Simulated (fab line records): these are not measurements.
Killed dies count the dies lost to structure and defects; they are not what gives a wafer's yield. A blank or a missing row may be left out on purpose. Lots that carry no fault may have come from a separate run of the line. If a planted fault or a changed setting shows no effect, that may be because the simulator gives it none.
Which tool is to blame?	flow sfq line	7 lots, 21 wafers sampled, at 2 steps of a route of 325

## WHAT EACH GAUGE READ, for each wafer
SFQ_M2_RS_MEAS_914: measures by four-point-probe.
lot	measured	on	M2_NB_RS (ohm/sq)
L877	day 31 09:01	film metro-02	0.905 0.898 0.890
L879	day 32 15:47	film metro-04	0.879 0.881 0.885
L882	day 34 09:41	film metro-01	0.882 0.872 0.889
L889	day 36 19:33	film metro-01	3.049 2.907 3.033
L894	day 38 22:44	film metro-01	0.889 0.886 0.895
L897	day 40 01:59	film metro-04	0.898 0.898 0.900
L899	day 40 14:05	film metro-01	0.890 0.901 0.897

## TOOL THAT RAN EACH LOT (tool first, then ch and the chambers of the sampled wafers, then the start)
lot	SFQ_TRILAYER_M2_DEP_SPUTTER_055
L877	pvd sputter-04, day 31 08:56
L879	pvd sputter-04, day 32 15:42
L882	pvd sputter-03, day 34 09:34
L889	pvd sputter-03, day 36 19:28
L894	pvd sputter-05, day 38 22:39
L897	pvd sputter-03, day 40 01:52
L899	pvd sputter-05, day 40 13:59
- SFQ_TRILAYER_M2_DEP_SPUTTER_055: material Nb, target thk 200 nm, time 133.3 s.

## THE ANSWER, worked out from the rows above alone
Rule: the lots themselves supply what counts as usual. The widest of any qualifying gaps counts: lots, ordered by their means at a reading, are off when they make up no more than a third of the lots, leave a main group of 4 or more, and stand apart from it by 3 or more times the standard deviation of that group's means. The tables above print the reading to a certain number of digits; a main group whose means all agree to those digits is not used. A lot without any number at a reading at which 4 lots or more have one is off too. Any other lot the step has rows for is counted as sound.
Off: at SFQ_M2_RS_MEAS_914 (M2_NB_RS), L889. For the main group the mean is 0.891 ohm/sq and the standard deviation 0.0073.
If a tool, at a process step before that reading, ran all the lots that are off and no sound lot after the first of them, it fits. Gauges at SFQ_M2_RS_MEAS_914: tried the same way as those tools. Of those tried, none fits.

## WHAT THE SIMULATOR PUT IN
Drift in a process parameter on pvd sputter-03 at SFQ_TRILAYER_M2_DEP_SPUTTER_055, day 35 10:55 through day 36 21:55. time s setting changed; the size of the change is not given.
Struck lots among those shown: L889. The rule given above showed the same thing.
